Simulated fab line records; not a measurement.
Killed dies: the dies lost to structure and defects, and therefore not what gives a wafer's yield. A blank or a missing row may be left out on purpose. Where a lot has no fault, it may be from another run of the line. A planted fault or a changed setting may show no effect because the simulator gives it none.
fab line records | flow sky130
record lots=6 | wafers=18 | last-day=50
route steps=708 shown SD_N@350 SD_P@359 RES_XHIGH@360 SALICIDE@361 LI_CONTACT@362 PAD_OPEN@708
lots with no fault: from the same line, run without faults
start-h: hours from the record's opening day to when the first of the lot's shown wafers began | wait-h: hours from the lot's prior step to this one | " same as the row above | L1.1+2: one row covering several wafers at once | - either no value or no given start | * or withheld: withheld | < > ~ a bound
route shown NAME@n: NAME is a module with steps in the file, n the number in the route of the first one | usual: mean and standard deviation over wafers with no fault | same: alike in all rows | chamber/n: place in a boat | sites: readings site by site | _std_site: standard deviation across them | _edge_site: outer sites' mean less inner sites' | radius-mm: how far each site lies from the wafer's centre | mask NAME#n: copy n | behind: the last tool/chamber to shape the wafer | hold: why the lot was held/for how many hours/how that ended | device: the transistor (n, p or np) that didn't switch | end of line: at the end of the route, the tests of the same wafers | step lacking rows: just its recipe | killed: not the wafer's yield, but the dies lost to structure and defects at the first sort | map: shows each die of a wafer: x if killed, . if not, _ if none is there
set.NAME: the setting that was run; set.NAME@STEP: the one run at that earlier step | model.NAME: the simulator's own value behind a step, which no gauge read
a table for each step, a row for each wafer; lots at some steps of the route
services: from which hour (start-h, from the record's first day; less than 0 if before it) a tool's chamber was out of use, for how many hours, and why
## steps
# step SKY_SD_N_OVL_MEAS_08
# usual SD_N_OVL=0.2/1.1
lot.wafer | tool       | chamber | start-h | wait-h | SD_N_OVL[nm]
L878.2    | overlay-02 | -       | 688.60  | 0.1    | 0.2
L878.3    | "          | -       | "       | "      | -0.4
L878.4    | "          | -       | "       | "      | -0.4
L879.3    | overlay-02 | -       | 688.78  | 0.1    | 1.4
L879.5    | "          | -       | "       | "      | 1.2
L879.6    | "          | -       | "       | "      | 1.5
L887.1    | overlay-02 | -       | 760.05  | 0.1    | 1.8
L887.2    | "          | -       | "       | "      | 1.0
L887.4    | "          | -       | "       | "      | 1.9
L882.1    | overlay-02 | -       | 761.50  | 0.1    | -0.1
L882.2    | "          | -       | "       | "      | 0.2
L882.3    | "          | -       | "       | "      | -0.9
L892.1    | overlay-01 | -       | 770.29  | 0.1    | 1.2
L892.4    | "          | -       | "       | "      | 0.6
L892.6    | "          | -       | "       | "      | 1.0
L899.1    | overlay-01 | -       | 821.15  | 0.1    | 0.1
L899.3    | "          | -       | "       | "      | -0.7
L899.4    | "          | -       | "       | "      | -0.2
# step SKY_SD_N_IMPLANT_09
# recipe species=As | energy-kev=50 | dose-cm2=4e+15 | tilt-deg=0
# step SKY_SD_N_IMPLANT_10
# recipe species=P | energy-kev=20 | dose-cm2=1e+14 | tilt-deg=0
# step SKY_SD_N_STRIP_11
# recipe chemistry=O2/N2 | power-w=1400 | pressure-mtorr=1500 | platen-temp-c=withheld | o2-flow-sccm=3000 | n2-flow-sccm=300 | overash-fraction=0.5
# usual drypump-motor-current-A=5.7/0.46 | oes-product-au=0.526/0.0045 | strip-time-to-endpoint-s=22.43/0.038
lot.wafer | tool            | chamber | start-h | wait-h | drypump-motor-current-A | oes-product-au | rf-hours-counter-h | strip-time-to-endpoint-s
L878.2    | plasma-asher-03 | 1       | 688.93  | 0.1    | 5.7                     | 0.529          | 58                 | 22.44
L878.3    | "               | 0       | "       | "      | 6.1                     | 0.521          | -                  | 22.45
L878.4    | "               | 1       | "       | "      | 5.7                     | 0.524          | -                  | 22.44
L879.3    | plasma-asher-04 | 1       | 689.14  | 0.1    | 5.5                     | 0.523          | -                  | 22.43
L879.5    | "               | 1       | "       | "      | 5.5                     | 0.529          | -                  | 22.44
L879.6    | "               | 0       | "       | "      | 6.2                     | 0.532          | -                  | 22.42
L887.1    | plasma-asher-04 | 0       | 760.39  | 0.1    | 6.2                     | 0.522          | 99                 | 22.47
L887.2    | "               | 1       | "       | "      | 5.5                     | 0.529          | 99                 | 22.46
L887.4    | "               | 1       | "       | "      | 5.5                     | 0.518          | -                  | 22.47
L882.1    | plasma-asher-04 | 0       | 761.84  | 0.1    | 6.2                     | 0.524          | 99                 | 22.38
L882.2    | "               | 1       | "       | "      | 5.5                     | 0.527          | 99                 | 22.39
L882.3    | "               | 1       | "       | "      | 5.6                     | 0.524          | -                  | 22.36
L892.1    | plasma-asher-03 | 0       | 770.63  | 0.1    | 6.1                     | 0.525          | 67                 | 22.46
L892.4    | "               | 0       | "       | "      | 6.1                     | 0.530          | -                  | 22.44
L892.6    | "               | 1       | "       | "      | 5.6                     | 0.519          | -                  | 22.44
L899.1    | plasma-asher-03 | 1       | 821.49  | 0.1    | 5.7                     | 0.529          | 72                 | 22.43
L899.3    | "               | 0       | "       | "      | 6.1                     | 0.534          | -                  | 22.36
L899.4    | "               | 1       | "       | "      | 5.7                     | 0.520          | -                  | 22.39
# step SKY_SD_N_TW_MEAS_12
# usual SD_N_TW=4019/32
lot.wafer | tool          | chamber | start-h | wait-h | SD_N_TW
L878.2    | film-metro-03 | -       | 689.04  | 0.1    | 4053
L878.3    | "             | -       | "       | "      | 4057
L878.4    | "             | -       | "       | "      | 4044
L879.3    | film-metro-02 | -       | 689.23  | 0.1    | 3992
L879.5    | "             | -       | "       | "      | 3985
L879.6    | "             | -       | "       | "      | 3991
L887.1    | film-metro-04 | -       | 760.49  | 0.1    | 4059
L887.2    | "             | -       | "       | "      | 4067
L887.4    | "             | -       | "       | "      | 4055
L882.1    | film-metro-02 | -       | 761.94  | 0.1    | 4009
L882.2    | "             | -       | "       | "      | 4007
L882.3    | "             | -       | "       | "      | 4013
L892.1    | film-metro-04 | -       | 770.73  | 0.1    | 4026
L892.4    | "             | -       | "       | "      | 4034
L892.6    | "             | -       | "       | "      | 4047
L899.1    | film-metro-02 | -       | 821.59  | 0.1    | 3968
L899.3    | "             | -       | "       | "      | 3964
L899.4    | "             | -       | "       | "      | 3974
# step SKY_SD_N_CLEAN_13
# recipe chemistry=SC1/SC2 | mix=1:4:20 | temp-c=70 | time-s=150 | dry=n2-spin
# step SKY_SD_N_RTA_14
# recipe temp-c=1075 | time-s=2 | idle-temp-c=650 | ramp-up-c-per-s=150 | ramp-down-c-per-s=90 | ambient=N2
# usual lamp-power-pct=15.74/0.052 | wafer_temp_C_max=1078.0/1.2
lot.wafer | tool          | chamber | start-h | wait-h | lamp-power-pct | wafer_temp_C_max
L878.2    | rtp-anneal-01 | 0       | 689.15  | 0.0    | 15.78          | 1077.6
L878.3    | "             | 0       | "       | "      | 15.85          | 1078.2
L878.4    | "             | 0       | "       | "      | 15.68          | 1078.0
L879.3    | rtp-anneal-02 | 0       | 689.39  | 0.0    | 15.71          | 1077.0
L879.5    | "             | 0       | "       | "      | 15.75          | 1078.1
L879.6    | "             | 0       | "       | "      | 15.75          | 1078.5
L887.1    | rtp-anneal-02 | 0       | 760.60  | 0.0    | 15.64          | 1079.2
L887.2    | "             | 0       | "       | "      | 15.74          | 1077.3
L887.4    | "             | 0       | "       | "      | 15.65          | 1078.9
L882.1    | rtp-anneal-02 | 0       | 762.05  | 0.0    | 15.67          | 1077.0
L882.2    | "             | 0       | "       | "      | 15.72          | 1076.6
L882.3    | "             | 0       | "       | "      | 15.77          | 1080.3
L892.1    | rtp-anneal-01 | 0       | 770.84  | 0.0    | 15.72          | 1078.0
L892.4    | "             | 0       | "       | "      | 15.72          | 1077.8
L892.6    | "             | 0       | "       | "      | 15.66          | 1075.8
L899.1    | rtp-anneal-02 | 0       | 821.70  | 0.0    | 15.76          | 1078.6
L899.3    | "             | 0       | "       | "      | 15.77          | 1078.6
L899.4    | "             | 0       | "       | "      | 15.70          | 1076.5
# step SKY_SD_N_RS_MEAS_16
# recipe thk-meas-gauge=four-point-probe
# usual SD_N_RS=68.46/0.13
lot.wafer | tool          | chamber | start-h | wait-h | SD_N_RS[ohm/sq]
L878.2    | film-metro-03 | -       | 689.33  | 0.1    | 68.23
L878.3    | "             | -       | "       | "      | 68.34
L878.4    | "             | -       | "       | "      | 68.26
L879.3    | film-metro-02 | -       | 689.58  | 0.1    | 68.52
L879.5    | "             | -       | "       | "      | 68.63
L879.6    | "             | -       | "       | "      | 68.53
L887.1    | film-metro-04 | -       | 760.86  | 0.1    | 68.47
L887.2    | "             | -       | "       | "      | 68.37
L887.4    | "             | -       | "       | "      | 68.60
L882.1    | film-metro-04 | -       | 762.28  | 0.1    | 68.55
L882.2    | "             | -       | "       | "      | 68.58
L882.3    | "             | -       | "       | "      | 68.56
L892.1    | film-metro-04 | -       | 771.01  | 0.1    | 68.26
L892.4    | "             | -       | "       | "      | 68.54
L892.6    | "             | -       | "       | "      | 68.41
L899.1    | film-metro-04 | -       | 821.88  | 0.1    | 68.58
L899.3    | "             | -       | "       | "      | 68.52
L899.4    | "             | -       | "       | "      | 68.72
# step SKY_SD_N_RS_MEAS_17
# recipe thk-meas-gauge=four-point-probe
# usual SD_P_RS=146.5/0.35
lot.wafer | tool          | chamber | start-h | wait-h | SD_P_RS[ohm/sq]
L878.2    | film-metro-03 | -       | 689.45  | 0.1    | 146.4
L878.3    | "             | -       | "       | "      | 146.5
L878.4    | "             | -       | "       | "      | 146.7
L879.3    | film-metro-02 | -       | 689.70  | 0.1    | 146.7
L879.5    | "             | -       | "       | "      | 147.0
L879.6    | "             | -       | "       | "      | 147.0
L887.1    | film-metro-04 | -       | 760.98  | 0.1    | 146.3
L887.2    | "             | -       | "       | "      | 146.6
L887.4    | "             | -       | "       | "      | 146.8
L882.1    | film-metro-04 | -       | 762.40  | 0.1    | 146.8
L882.2    | "             | -       | "       | "      | 146.7
L882.3    | "             | -       | "       | "      | 146.7
L892.1    | film-metro-04 | -       | 771.13  | 0.1    | 146.3
L892.4    | "             | -       | "       | "      | 146.8
L892.6    | "             | -       | "       | "      | 146.7
L899.1    | film-metro-04 | -       | 822.00  | 0.1    | 147.5
L899.3    | "             | -       | "       | "      | 146.9
L899.4    | "             | -       | "       | "      | 147.1
# step SKY_SD_N_RS_MEAS_18
# recipe thk-meas-gauge=four-point-probe
# usual RES_XHIGH_RS=332.9/1.2
lot.wafer | tool          | chamber | start-h | wait-h | RES_XHIGH_RS[ohm/sq]
L878.2    | film-metro-03 | -       | 689.57  | 0.1    | 333.7
L878.3    | "             | -       | "       | "      | 334.4
L878.4    | "             | -       | "       | "      | 333.0
L879.3    | film-metro-02 | -       | 689.82  | 0.1    | 332.3
L879.5    | "             | -       | "       | "      | 331.7
L879.6    | "             | -       | "       | "      | 333.6
L887.1    | film-metro-04 | -       | 761.10  | 0.1    | 333.1
L887.2    | "             | -       | "       | "      | 332.2
L887.4    | "             | -       | "       | "      | 332.5
L882.1    | film-metro-04 | -       | 762.52  | 0.1    | 333.8
L882.2    | "             | -       | "       | "      | 333.6
L882.3    | "             | -       | "       | "      | 334.7
L892.1    | film-metro-04 | -       | 771.25  | 0.1    | 333.6
L892.4    | "             | -       | "       | "      | 334.2
L892.6    | "             | -       | "       | "      | 334.5
L899.1    | film-metro-04 | -       | 822.12  | 0.1    | 332.8
L899.3    | "             | -       | "       | "      | 330.8
L899.4    | "             | -       | "       | "      | 334.3
# step SKY_SALICIDE_CLEAN_00
# recipe chemistry=HF-last | time-s=30 | dilution=100:1 | dry=ipa-marangoni
# step SKY_LI_CONTACT_HDPCVD_00
# recipe material=PSG | target-thk-nm=930 | sigma-open-frac=0.3 | time-s=155 | temp-c=600 | sih4-flow-sccm=60 | pressure-mtorr=6
# usual run-length-s=182.9/0.42
lot.wafer | tool      | chamber | start-h | wait-h | run-length-s | model.PSG_of_LI_CONTACT_HDPCVD_00.thk-nm
L878.2    | hdpcvd-01 | 2       | 689.69  | 0.0    | 182.6        | 942.6
L878.3    | "         | 0       | "       | "      | 182.8        | 914.9
L878.4    | "         | 2       | "       | "      | 182.7        | 942.3
L879.3    | hdpcvd-02 | 2       | 689.92  | 0.0    | 182.8        | 941
L879.5    | "         | 2       | "       | "      | 182.0        | 930.4
L879.6    | "         | 0       | "       | "      | 183.4        | 901.6
L887.1    | hdpcvd-01 | 0       | 761.24  | 0.0    | 276.8        | 1487
L887.2    | "         | 2       | "       | "      | 183.1        | 927.5
L887.4    | "         | 0       | "       | "      | 276.6        | 1478
L882.1    | hdpcvd-01 | 0       | 762.65  | 0.0    | 276.4        | 1479
L882.2    | "         | 2       | "       | "      | 182.7        | 922.5
L882.3    | "         | 1       | "       | "      | 182.9        | 937
L892.1    | hdpcvd-02 | 1       | 771.39  | 0.0    | 182.5        | 910.4
L892.4    | "         | 1       | "       | "      | 183.4        | 905.8
L892.6    | "         | 1       | "       | "      | 182.7        | 905.7
L899.1    | hdpcvd-02 | 0       | 822.26  | 0.0    | 182.9        | 914.1
L899.3    | "         | 2       | "       | "      | 182.4        | 919.5
L899.4    | "         | 1       | "       | "      | 182.6        | 913.4
# step SKY_LI_CONTACT_THK_MEAS_01
# recipe reads=PSG_of_LI_CONTACT_HDPCVD_00
# usual LI_CONTACT_HDPCVD_THK=924/16
lot.wafer | tool          | chamber | start-h | wait-h | hold                     | LI_CONTACT_HDPCVD_THK[nm]
L878.2    | film-metro-03 | -       | 689.80  | 0.1    | -                        | 942
L878.3    | "             | -       | "       | "      | -                        | 914
L878.4    | "             | -       | "       | "      | -                        | 942
L879.3    | film-metro-03 | -       | 690.08  | 0.1    | -                        | 941
L879.5    | "             | -       | "       | "      | -                        | 930
L879.6    | "             | -       | "       | "      | -                        | 903
L887.1    | film-metro-02 | -       | 761.35  | 0.1    | await-dispo/0.2h/release | 1487
L887.2    | "             | -       | "       | "      | await-dispo/0.2h/release | 927
L887.4    | "             | -       | "       | "      | await-dispo/0.2h/release | 1479
L887.1    | film-metro-02 | -       | 761.58  | 0.2    | -                        | 1488
L887.2    | "             | -       | "       | "      | -                        | 928
L887.4    | "             | -       | "       | "      | -                        | 1477
L882.1    | film-metro-04 | -       | 762.76  | 0.1    | await-dispo/0.2h/release | 1480
L882.2    | "             | -       | "       | "      | await-dispo/0.2h/release | 922
L882.3    | "             | -       | "       | "      | await-dispo/0.2h/release | 938
L882.1    | film-metro-04 | -       | 762.98  | 0.2    | -                        | 1479
L882.2    | "             | -       | "       | "      | -                        | 922
L882.3    | "             | -       | "       | "      | -                        | 937
L892.1    | film-metro-04 | -       | 771.54  | 0.1    | -                        | 911
L892.4    | "             | -       | "       | "      | -                        | 906
L892.6    | "             | -       | "       | "      | -                        | 906
L899.1    | film-metro-03 | -       | 822.36  | 0.1    | -                        | 915
L899.3    | "             | -       | "       | "      | -                        | 919
L899.4    | "             | -       | "       | "      | -                        | 913
# step SKY_LI_CONTACT_CMP_02
# recipe material=PSG | down-force-psi=4 | platen-rpm=60 | pad-velocity-m-s=0.94248
# usual motor-current-A=11.5/1.1 | time-to-endpoint-s=32/4.3
lot.wafer | tool   | chamber | start-h | wait-h | hold                     | motor-current-A | time-to-endpoint-s
L878.2    | cmp-01 | 2       | 689.90  | 0.1    | -                        | 12.6            | 31
L878.3    | "      | 3       | "       | "      | -                        | 10.5            | 23
L878.4    | "      | 0       | "       | "      | -                        | 11.8            | 36
L879.3    | cmp-02 | 0       | 690.27  | 0.2    | -                        | 11.1            | 36
L879.5    | "      | 1       | "       | "      | -                        | 12.7            | 39
L879.6    | "      | 2       | "       | "      | -                        | 12.1            | 33
L882.3    | cmp-01 | 2       | 765.34  | 2.3    | await-dispo/2.2h/release | 13.4            | 31
L882.2    | "      | 3       | "       | "      | await-dispo/2.2h/release | 11.3            | 25
L882.1    | "      | 0       | "       | "      | await-dispo/2.2h/release | 11.9            | 87
L887.4    | cmp-01 | 2       | 767.00  | 5.4    | await-dispo/5.4h/release | 12.0            | 87
L887.1    | "      | 3       | "       | "      | await-dispo/5.4h/release | 10.9            | 81
L887.2    | "      | 1       | "       | "      | await-dispo/5.4h/release | 11.6            | 30
L892.1    | cmp-01 | 2       | 771.93  | 0.4    | -                        | 13.0            | 32
L892.4    | "      | 3       | "       | "      | -                        | 10.7            | 26
L892.6    | "      | 1       | "       | "      | -                        | 12.0            | 26
L899.1    | cmp-02 | 3       | 822.47  | 0.1    | -                        | 9.6             | 30
L899.3    | "      | 0       | "       | "      | -                        | 10.8            | 34
L899.4    | "      | 1       | "       | "      | -                        | 12.3            | 37
# step SKY_LI_CONTACT_BOW_MEAS_03
# recipe mode=bow
# usual LI_CONTACT_BOW=54/7.2
lot.wafer | tool          | chamber | start-h | wait-h | LI_CONTACT_BOW[um]
L878.2    | film-metro-02 | -       | 690.17  | 0.2    | 52
L878.3    | "             | -       | "       | "      | 55
L878.4    | "             | -       | "       | "      | 60
L879.3    | film-metro-03 | -       | 690.46  | 0.1    | 66
L879.5    | "             | -       | "       | "      | 58
L879.6    | "             | -       | "       | "      | 46
L882.1    | film-metro-04 | -       | 765.61  | 0.1    | 67
L882.2    | "             | -       | "       | "      | 53
L882.3    | "             | -       | "       | "      | 44
L887.1    | film-metro-02 | -       | 767.43  | 0.3    | 68
L887.2    | "             | -       | "       | "      | 62
L887.4    | "             | -       | "       | "      | 41
L892.1    | film-metro-04 | -       | 772.13  | 0.1    | 45
L892.4    | "             | -       | "       | "      | 57
L892.6    | "             | -       | "       | "      | 53
L899.1    | film-metro-04 | -       | 822.72  | 0.2    | 49
L899.3    | "             | -       | "       | "      | 48
L899.4    | "             | -       | "       | "      | 55
# step SKY_PAD_OPEN_PROBE_99
# usual killed_at_M0_to_M3=42/7.4 | killed_at_M4_up=3.5/1.9 | killed-at-contacts=24/5.2 | killed-at-front-end=15/4.5 | killed-at-other=0.2/0.53 | killed-dies=85/9.8 | killed-open=46/7.6 | killed-short=39/6.5
# same gross-dies=492 | killed-at-back-side=0
lot.wafer | tool      | chamber | start-h | wait-h | killed_at_M0_to_M3 | killed_at_M4_up | killed-at-contacts | killed-at-front-end | killed-at-other | killed-dies | killed-open | killed-short
L879.3    | prober-02 | -       | 1107.02 | 0.2    | 60                 | 8               | 25                 | 9                   | 0               | 102         | 52          | 50
L879.5    | prober-02 | -       | 1107.12 | 0.2    | 41                 | 7               | 22                 | 11                  | 1               | 82          | 44          | 38
L879.6    | prober-02 | -       | 1107.17 | 0.2    | 50                 | 3               | 23                 | 8                   | 0               | 84          | 41          | 43
L887.1    | prober-02 | -       | 1159.35 | 0.1    | 45                 | 4               | 23                 | 15                  | 0               | 87          | 51          | 36
L887.2    | prober-02 | -       | 1159.40 | 0.1    | 59                 | 4               | 23                 | 11                  | 0               | 97          | 50          | 47
L887.4    | prober-02 | -       | 1159.50 | 0.2    | 46                 | 6               | 28                 | 12                  | 0               | 92          | 42          | 50
L892.1    | prober-02 | -       | 1167.62 | 0.1    | 49                 | 5               | 15                 | 18                  | 0               | 87          | 53          | 34
L892.4    | prober-02 | -       | 1167.77 | 0.2    | 35                 | 5               | 29                 | 10                  | 0               | 79          | 42          | 37
L892.6    | prober-02 | -       | 1167.87 | 0.2    | 43                 | 6               | 19                 | 11                  | 0               | 79          | 46          | 33
L899.1    | prober-01 | -       | 1200.04 | 0.1    | 48                 | 3               | 26                 | 16                  | 0               | 93          | 53          | 40
L899.3    | prober-01 | -       | 1200.14 | 0.2    | 49                 | 1               | 25                 | 22                  | 0               | 97          | 51          | 46
L899.4    | prober-01 | -       | 1200.19 | 0.2    | 29                 | 4               | 28                 | 26                  | 0               | 87          | 45          | 42
# killed by level:class
L879.3 VIA1:geometric-particle:open=12 METAL1:geometric-particle:short=10 LI_CONTACT:geometric-particle:open=9 VIA2:geometric-particle:open=9 VIA3:geometric-particle:open=8 CONTACT:geometric-particle:short=7 METAL4:geometric-particle:short=7 CONTACT:geometric-particle:open=6
L879.5 VIA1:geometric-particle:open=12 CONTACT:geometric-particle:open=8 VIA1:geometric-particle:short=6 VIA2:geometric-particle:open=5 FIELD_ISO:geometric-particle:open=4 LI_CONTACT:geometric-particle:short=4 VIA3:geometric-particle:open=4 METAL4:geometric-particle:short=4
L879.6 VIA1:geometric-particle:open=11 CONTACT:geometric-particle:open=8 METAL1:geometric-particle:short=7 LI_CONTACT:geometric-particle:open=6 VIA2:geometric-particle:open=6 VIA1:geometric-particle:short=6 VIA3:geometric-particle:open=5 METAL2:geometric-particle:short=5
L887.1 VIA3:geometric-particle:open=10 VIA1:geometric-particle:open=8 LI_CONTACT:geometric-particle:open=8 CONTACT:geometric-particle:open=8 METAL2:geometric-particle:short=8 METAL1:geometric-particle:short=7 FIELD_ISO:geometric-particle:open=4 FIELD_ISO:geometric-particle:short=4
L887.2 VIA1:geometric-particle:open=14 CONTACT:geometric-particle:short=10 METAL1:geometric-particle:short=8 VIA2:geometric-particle:open=8 VIA3:geometric-particle:open=8 CONTACT:geometric-particle:open=6 METAL2:geometric-particle:short=5 VIA2:geometric-particle:short=5
L887.4 VIA1:geometric-particle:open=9 LI_CONTACT:geometric-particle:open=8 CONTACT:geometric-particle:open=8 VIA1:geometric-particle:short=8 METAL2:geometric-particle:short=8 METAL1:geometric-particle:short=7 VIA3:geometric-particle:open=6 METAL4:geometric-particle:short=5
L892.1 VIA1:geometric-particle:open=13 METAL1:geometric-particle:short=8 VIA2:geometric-particle:open=8 FIELD_ISO:geometric-particle:short=6 VIA3:geometric-particle:open=6 LI_CONTACT:geometric-particle:open=6 CONTACT:geometric-particle:open=5 VIA1:geometric-particle:short=5
L892.4 CONTACT:geometric-particle:open=10 VIA3:geometric-particle:open=8 LI_CONTACT:geometric-particle:open=7 METAL1:geometric-particle:short=7 CONTACT:geometric-particle:short=6 METAL2:geometric-particle:short=5 LOCAL_INTERCONNECT:geometric-particle:short=4 VIA2:geometric-particle:open=4
L892.6 VIA2:geometric-particle:open=12 CONTACT:geometric-particle:open=9 VIA1:geometric-particle:open=7 METAL1:geometric-particle:short=6 VIA3:geometric-particle:open=6 LI_CONTACT:geometric-particle:open=4 LI_CONTACT:geometric-particle:short=4 METAL2:geometric-particle:short=4
L899.1 LI_CONTACT:geometric-particle:open=13 VIA1:geometric-particle:open=12 CONTACT:geometric-particle:open=7 METAL1:geometric-particle:short=7 VIA2:geometric-particle:open=6 VIA3:geometric-particle:open=5 VIA1:geometric-particle:short=4 VIA3:geometric-particle:short=4
L899.3 CONTACT:geometric-particle:open=10 VIA1:geometric-particle:short=9 VIA2:geometric-particle:open=8 VIA1:geometric-particle:open=8 POLY_GATE:geometric-particle:short=7 VIA3:geometric-particle:open=7 POLY_GATE:geometric-particle:open=5 LI_CONTACT:geometric-particle:open=5
L899.4 CONTACT:geometric-particle:open=12 FIELD_ISO:geometric-particle:open=9 FIELD_ISO:geometric-particle:short=8 LOCAL_INTERCONNECT:geometric-particle:short=6 LI_CONTACT:geometric-particle:open=6 METAL3:geometric-particle:short=6 POLY_GATE:geometric-particle:open=4 METAL1:geometric-particle:short=4
## services
tool      | chamber | start-h | hours | kind
hdpcvd-01 | 0       | 665.75  | -     | clean
hdpcvd-01 | 1       | 665.75  | -     | clean
hdpcvd-01 | 2       | 665.75  | -     | clean
cmp-01    | -       | 675.87  | 1.7   | repair
hdpcvd-01 | 2       | 679.77  | 6.9   | repair
cmp-02    | -       | 700.09  | 5.0   | pm
cmp-01    | -       | 704.70  | 2.3   | repair
hdpcvd-01 | -       | 706.64  | 1.4   | repair
cmp-01    | -       | 744.19  | 4.0   | pm
cmp-01    | -       | 748.19  | -     | consumable-replace:conditioner
cmp-01    | -       | 748.19  | -     | consumable-replace:pad
cmp-01    | -       | 768.06  | 1.1   | repair
hdpcvd-01 | -       | 768.37  | 0.6   | repair
cmp-02    | -       | 769.29  | 6.0   | pm
hdpcvd-02 | 2       | 770.71  | 5.6   | repair
cmp-02    | -       | 779.28  | 1.5   | repair
hdpcvd-02 | -       | 792.32  | 4.3   | pm
## key
first-sign step=SKY_LI_CONTACT_HDPCVD_00 | reading=run-length-s | direction=up | sigmas=99+ | usual=* | struck=*
effect step=SKY_LI_CONTACT_THK_MEAS_01 | reading=visit | direction=added
effect step=SKY_LI_CONTACT_THK_MEAS_01 | reading=LI_CONTACT_HDPCVD_THK | direction=up | sigmas=36 | usual=924 | struck=1482
effect step=SKY_LI_CONTACT_CMP_02 | reading=time-to-endpoint-s | direction=up | sigmas=12 | usual=* | struck=*
model-effect step=SKY_LI_CONTACT_HDPCVD_00 | value=PSG_of_LI_CONTACT_HDPCVD_00.thk-nm | without=917.7 | struck=1481
met-at SKY_LI_CONTACT_HDPCVD_00
struck-wafers L882.1,L887.1,L887.4
tester-left-out L882,L887
onset-between 689.69 761.24
fault kind=process-parameter-drift | tool=hdpcvd-01 | chamber=0 | onset-h=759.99 | steps=SKY_LI_CONTACT_HDPCVD_00 | channel=time-s | offset=* | shape=step | end-h=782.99 | acts-in=* | stated=*
# tester-left-out: of these lots the tester's yield and bins aren't shown, on N5 and GAA mostly nor the transistor test; their killed dies are dies lost to structure and defects alone, not to doping, threshold or leakage, so they don't give the yield
